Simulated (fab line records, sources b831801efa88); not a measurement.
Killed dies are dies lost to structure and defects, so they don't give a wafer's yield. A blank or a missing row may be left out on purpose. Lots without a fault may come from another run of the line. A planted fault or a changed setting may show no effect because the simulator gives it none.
Problem report in the 8D (eight disciplines) form, filled by code | flow gf180mcu | the parts of the form that need people (team, actions taken, sign-off) are left out

1. THE PROBLEM
time_to_endpoint_s at GF_V5_CMP_26 reads a mean of 43.7 s on 1 wafer of 1 lot; wafers without a fault read 82.2 s with a standard deviation of 2.7. That is -14 standard deviations from the usual mean.
The step: polishes, stops on SiO2, t overpolish 15 s, target thk 0 nm.
First seen on wafer L731.3, day 31 14:31, on cmp-02. The record holds 36 wafers of 12 lots with a number at this step. Rule for "out", or "out of limits": more than 4 standard deviations from the usual mean. The other wafers with a number count as sound.

2. WHAT IT IS AND WHAT IT IS NOT
question                    | is                 | is not
which readings at this step | time_to_endpoint_s | motor_current_A, overpolish_run_s
which lots                  | L731               | L720, L721, L722, L734, L735, L736, L737, L739, L740, L741, L742
which wafers of those lots  | L731.3             | L731.5, L731.6
read on which tools         | cmp-02             | cmp-01
when                        | from day 31 14:31  | up to then (11 sound wafers); but 24 sound wafers of L734, L735, L736, L737, L739, L740, L741, L742 came after

3. SUSPECTS, AND WHAT RULES EACH OUT
Counting: a tool at a process step up to the reading stays a suspect if it ran every lot that is out. Sound lots after the first of them don't rule it out here, since some wafers of a struck lot are sound.
- pvd_sputter-01 at GF_V4_SPUTTER_22 (material TiN, target thk 10 nm, time 40 s): kept. It ran the lot that is out, L731 (day 29 01:53); its last sound lot up to then is L722 (day 26 04:28).
- cmp-02 at GF_V5_CMP_26 (polishes, stops on SiO2, t overpolish 15 s, target thk 0 nm): kept. It ran the lot that is out, L731 (day 31 14:31); its last sound lot up to then is L722 (day 28 22:45). Its own readings are out on those wafers: time_to_endpoint_s.
- Within cmp-02 at GF_V5_CMP_26: the wafers that are out ran in chamber 2; their sound lot-mates ran in chambers 0, 1.
Left after counting: pvd_sputter-01 at GF_V4_SPUTTER_22, cmp-02 at GF_V5_CMP_26.

4. THE CAUSE (what the simulator had put in)
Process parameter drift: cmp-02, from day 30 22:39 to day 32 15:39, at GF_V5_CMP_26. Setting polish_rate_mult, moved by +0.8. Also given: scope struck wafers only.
Counting left 2 suspects, and this tool is among them.

5. THE CHAIN OF EFFECTS, in route order
Each row: a reading whose mean over the struck wafers that have a number lies more than 3 standard deviations from the usual. Only readings for which the record gives a usual standard deviation are gone through. hours: the time from each lot's start at the first step in this table that gives one to its start at this step, as a median over the lots. sigmas: the change in usual standard deviations.
hours | step         | reading            | usual  | on struck wafers | change | sigmas
0     | GF_V5_CMP_26 | time_to_endpoint_s | 82.2 s | 43.7             | -38.5  | -14
The process steps in it:
- GF_V5_CMP_26: polishes, stops on SiO2, t overpolish 15 s, target thk 0 nm.

6. WHAT WOULD HAVE CAUGHT IT SOONER
In this record the first reading out of limits was taken at day 31 14:31, 16 hours after the fault began at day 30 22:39.
